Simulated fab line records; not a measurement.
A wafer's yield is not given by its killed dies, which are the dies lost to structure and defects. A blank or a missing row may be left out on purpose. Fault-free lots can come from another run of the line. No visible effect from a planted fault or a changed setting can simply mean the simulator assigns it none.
The tool behind it: which one? | flow sky130 | 13 lots with 39 wafers sampled at 4 steps, on a route of 708 steps

## WHAT EACH GAUGE READ, for each wafer
SKY_VIA3_THK_MEAS_23: measures by xrf.
lot  | measured     | on            | VIA3_W_THK (nm)
L121 | day 40 01:04 | film_metro-01 | 406 406 403
L122 | day 40 08:22 | film_metro-03 | 404 399 399
L123 | day 40 11:45 | film_metro-02 | 402 402 400
L124 | day 40 21:08 | film_metro-02 | 399 402 408
L128 | day 42 11:46 | film_metro-03 | 404 397 402
L131 | day 43 02:00 | film_metro-02 | 411 407 408
L133 | day 43 12:35 | film_metro-01 | 404 403 408
L134 | day 43 17:49 | film_metro-01 | 404 402 405
L135 | day 44 03:58 | film_metro-02 | 412 407 407
L137 | day 44 22:23 | film_metro-03 | 405 412 401
L138 | day 45 05:47 | film_metro-01 | 405 401 405
L143 | day 46 04:11 | film_metro-02 | 412 413 409
L144 | day 46 08:47 | film_metro-02 | 410 406 408

SKY_METAL4_CD_MEAS_13: the cd target is 300 nm.
lot  | measured     | on        | cd_nm (nm)
L121 | day 42 03:12 | cd_sem-01 | 303.4 301.4 300.9
L122 | day 42 09:56 | cd_sem-01 | 300.6 299.8 300.0
L123 | day 42 13:56 | cd_sem-01 | 300.8 300.3 300.5
L124 | day 42 21:31 | cd_sem-01 | 301.4 300.4 300.4
L128 | day 44 11:41 | cd_sem-02 | 301.3 301.1 302.4
L131 | day 45 00:45 | cd_sem-01 | 301.6 299.2 299.7
L133 | day 45 10:35 | cd_sem-02 | 301.0 302.0 301.9
L134 | day 45 16:59 | cd_sem-02 | 301.9 299.9 300.5
L135 | day 46 01:43 | cd_sem-02 | 301.9 300.8 299.9
L137 | day 46 18:01 | cd_sem-02 | 300.4 300.6 301.2
L138 | day 47 00:15 | cd_sem-01 | 300.7 301.4 301.4
L143 | day 47 21:23 | cd_sem-02 | 300.4 300.4 300.9
L144 | day 48 01:30 | cd_sem-01 | 297.9 299.9 298.9

## WHAT TOOL EACH LOT RAN ON (gives the tool, then ch and the chambers of the sampled wafers, and finally the start)
lot  | SKY_LOCAL_INTERCONNECT_ETCH_13    | SKY_VIA3_SPUTTER_20
L121 | rie_metal-03 ch 0,1, day 30 18:34 | pvd_sputter-04, day 40 00:45
L122 | rie_metal-03 ch 0,1, day 30 23:59 | pvd_sputter-04, day 40 08:02
L123 | rie_metal-04 ch 1, day 31 04:46   | pvd_sputter-02, day 40 11:27
L124 | rie_metal-03 ch 0,1, day 31 15:01 | pvd_sputter-03, day 40 20:49
L128 | rie_metal-04 ch 0,1, day 33 08:51 | pvd_sputter-03, day 42 11:28
L131 | rie_metal-04 ch 0,1, day 34 02:10 | pvd_sputter-03, day 43 01:41
L133 | rie_metal-04 ch 1, day 34 14:52   | pvd_sputter-04, day 43 12:17
L134 | rie_metal-03 ch 0,1, day 34 22:07 | pvd_sputter-03, day 43 17:29
L135 | rie_metal-03 ch 0,1, day 35 10:25 | pvd_sputter-03, day 44 03:40
L137 | rie_metal-02 ch 0,1, day 36 07:34 | pvd_sputter-03, day 44 22:04
L138 | rie_metal-02 ch 0, day 36 14:07   | pvd_sputter-02, day 45 05:29
L143 | rie_metal-03 ch 0,1, day 37 17:55 | pvd_sputter-04, day 46 03:53
L144 | rie_metal-02 ch 1, day 37 20:47   | pvd_sputter-03, day 46 08:28
- SKY_LOCAL_INTERCONNECT_ETCH_13: etches BARC in N2/H2, stops on SiO2, time 45.9 s, target depth 60 nm.
- SKY_VIA3_SPUTTER_20: material TiN, target thk 20 nm, time 80 s.

## AS READ BY THE TOOLS THEMSELVES (means over the sampled wafers that have a number; for cases with no such wafer, the mark the record gives instead)
SKY_LOCAL_INTERCONNECT_ETCH_13.
lot  | tool         | bias_w (W) | drypump_motor_current_A (A) | n2_flow_sccm (sccm) | oes_product_au (a.u.) | throttle_valve_pct (%)
L121 | rie_metal-03 | 99.85      | 6.18                        | 100.00              | 0.856                 | 13.224
L122 | rie_metal-03 | 99.97      | 6.18                        | 100.09              | 0.855                 | 13.232
L123 | rie_metal-04 | 100.02     | 6.32                        | 100.40              | 0.855                 | 13.228
L124 | rie_metal-03 | 100.28     | 6.15                        | 99.93               | 0.856                 | 13.226
L128 | rie_metal-04 | 100.08     | 6.16                        | 100.00              | 0.857                 | 13.223
L131 | rie_metal-04 | 99.96      | 6.02                        | 99.78               | 0.856                 | 13.225
L133 | rie_metal-04 | 100.10     | 6.34                        | 100.06              | 0.853                 | 13.231
L134 | rie_metal-03 | 100.25     | 6.16                        | 100.01              | 0.857                 | 13.227
L135 | rie_metal-03 | 100.13     | 6.17                        | 99.96               | 0.856                 | 13.221
L137 | rie_metal-02 | 100.23     | 5.89                        | 99.63               | 0.854                 | 13.225
L138 | rie_metal-02 | 100.38     | 5.64                        | 100.06              | 0.857                 | 13.221
L143 | rie_metal-03 | 100.07     | 6.15                        | 100.09              | 0.851                 | 13.226
L144 | rie_metal-02 | 100.17     | 6.37                        | 99.94               | 0.853                 | 13.234

SKY_VIA3_SPUTTER_20.
lot  | tool           | throttle_valve_pct (%)
L121 | pvd_sputter-04 | 29.2
L122 | pvd_sputter-04 | 29.2
L123 | pvd_sputter-02 | 30.8
L124 | pvd_sputter-03 | 30.4
L128 | pvd_sputter-03 | 30.9
L131 | pvd_sputter-03 | 30.8
L133 | pvd_sputter-04 | 29.1
L134 | pvd_sputter-03 | 30.4
L135 | pvd_sputter-03 | 30.9
L137 | pvd_sputter-03 | 29.8
L138 | pvd_sputter-02 | 29.1
L143 | pvd_sputter-04 | 29.3
L144 | pvd_sputter-03 | 29.8

## THE ANSWER, worked out from the rows above alone
Rule: usual is defined by the lots themselves. The widest of any qualifying gaps counts: lots, ordered by their means at a reading, are off when they make up no more than a third of the lots, leave a main group of 4 or more, and stand apart from it by 3 or more times the standard deviation of that group's means. The tables above print the reading to a certain number of digits; a main group whose means all agree to those digits is not used. A lot without any number at a reading at which 4 lots or more have one is off too. All remaining lots with rows at the step are treated as sound. Order of review: gauges by route order, followed by the tools' own readings, for which a lot's mean as printed above is used. At the first step where some lot is off, the reading lying furthest off is the one used; lots without a number count as furthest.
No lot is off at any reading shown: from this, nothing can be told.

## WHAT THE SIMULATOR HAD INSERTED
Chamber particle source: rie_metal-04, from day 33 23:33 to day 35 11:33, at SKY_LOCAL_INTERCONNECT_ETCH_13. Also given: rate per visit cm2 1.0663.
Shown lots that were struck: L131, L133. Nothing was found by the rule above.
